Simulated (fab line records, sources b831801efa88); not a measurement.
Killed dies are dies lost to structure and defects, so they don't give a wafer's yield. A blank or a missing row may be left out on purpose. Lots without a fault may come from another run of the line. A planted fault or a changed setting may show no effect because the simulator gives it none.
Which tool did it? | flow sky130 | 10 lots, 30 wafers sampled, at 3 steps of a route of 708

WHAT THE GAUGES READ, wafer by wafer
SKY_METAL2_RS_MEAS_05: measures by four-point-probe. Usual: METAL2_ALCU_RS 0.1266 ohm/sq, standard deviation 0.0013.
lot  | measured     | on            | METAL2_ALCU_RS (ohm/sq) | flag
L691 | day 34 03:49 | film_metro-03 | 0.1255 0.1286 0.1258    |
L696 | day 37 09:03 | film_metro-01 | 0.1259 0.1264 0.1270    |
L699 | day 37 10:02 | film_metro-03 | 0.1282 0.1272 0.1268    |
L698 | day 37 10:22 | film_metro-04 | 0.1248 0.1270 0.1270    |
L704 | day 38 14:59 | film_metro-03 | 0.1285 0.1275 0.1260    |
L705 | day 38 15:15 | film_metro-01 | 0.1289 0.1279 0.1285    |
L709 | day 40 05:10 | film_metro-03 | 0.1272 0.1258 0.1280    |
L710 | day 40 05:47 | film_metro-03 | 0.1257 0.1293 0.1265    |
L711 | day 40 08:46 | film_metro-04 | 0.1270 0.1251 0.1252    |
L712 | day 40 20:46 | film_metro-03 | 0.1260 0.1252 0.1280    |

SKY_METAL2_OVL_MEAS_16. Usual: METAL2_OVL -1 nm, standard deviation 4.7.
lot  | measured     | on         | METAL2_OVL (nm) | flag
L691 | day 35 06:55 | overlay-02 | 11 8 -4         |
L696 | day 38 11:13 | overlay-01 | -7 -6 -12       |
L699 | day 38 11:52 | overlay-01 | -4 1 -5         |
L698 | day 38 12:13 | overlay-01 | -3 -3 -5        |
L704 | day 39 15:55 | overlay-01 | -13 -5 -5       |
L705 | day 39 16:05 | overlay-01 | 2 -2 -6         |
L709 | day 41 05:01 | overlay-02 | 4 3 9           |
L710 | day 41 05:58 | overlay-01 | -5 1 4          |
L711 | day 41 08:49 | overlay-01 | -1 1 3          |
L712 | day 41 21:19 | overlay-01 | -1 -3 -5        |

WHICH TOOL RAN EACH LOT (tool, then ch and the chambers of the sampled wafers, then the start)
lot  | SKY_METAL2_SPUTTER_03
L691 | pvd_sputter-02, day 34 03:44
L696 | pvd_sputter-03, day 37 08:59
L699 | pvd_sputter-03, day 37 09:56
L698 | pvd_sputter-02, day 37 10:16
L704 | pvd_sputter-03, day 38 14:52
L705 | pvd_sputter-04, day 38 15:10
L709 | pvd_sputter-03, day 40 05:07
L710 | pvd_sputter-02, day 40 05:43
L711 | pvd_sputter-02, day 40 08:41
L712 | pvd_sputter-04, day 40 20:41
- SKY_METAL2_SPUTTER_03: material Ti, target thk 5 nm, time 3.3 s.

WHAT THE TOOLS THEMSELVES READ (means of the sampled wafers that have a number; where no wafer has one, the mark that the record gives instead)
SKY_METAL2_SPUTTER_03. Usual: throttle_valve_pct 30.5 %, standard deviation 1.
lot  | tool           | throttle_valve_pct (%) | flag
L691 | pvd_sputter-02 | 30.5                   |
L696 | pvd_sputter-03 | 31.2                   |
L699 | pvd_sputter-03 | 30.3                   |
L698 | pvd_sputter-02 | 30.7                   |
L704 | pvd_sputter-03 | 31.6                   |
L705 | pvd_sputter-04 | 30.2                   |
L709 | pvd_sputter-03 | 29.7                   |
L710 | pvd_sputter-02 | 30.8                   |
L711 | pvd_sputter-02 | 30.9                   |
L712 | pvd_sputter-04 | 30.7                   |

THE ANSWER, worked out from the rows above alone
Rule: a lot is off if the mean of its wafers that have a number lies more than 3 standard deviations from the usual mean. A lot without any number at a reading at which 4 lots or more have one is off too. The other lots that the step has rows for count as sound. The gauges are gone through in route order, then the tools' own readings, and for those a lot's mean is taken as printed above. The first step at which some lot is off is used, and at that step the reading that is off furthest; a lot without a number counts as furthest.
No lot is off at any reading shown: from this, nothing can be told.

WHAT THE SIMULATOR HAD PUT IN
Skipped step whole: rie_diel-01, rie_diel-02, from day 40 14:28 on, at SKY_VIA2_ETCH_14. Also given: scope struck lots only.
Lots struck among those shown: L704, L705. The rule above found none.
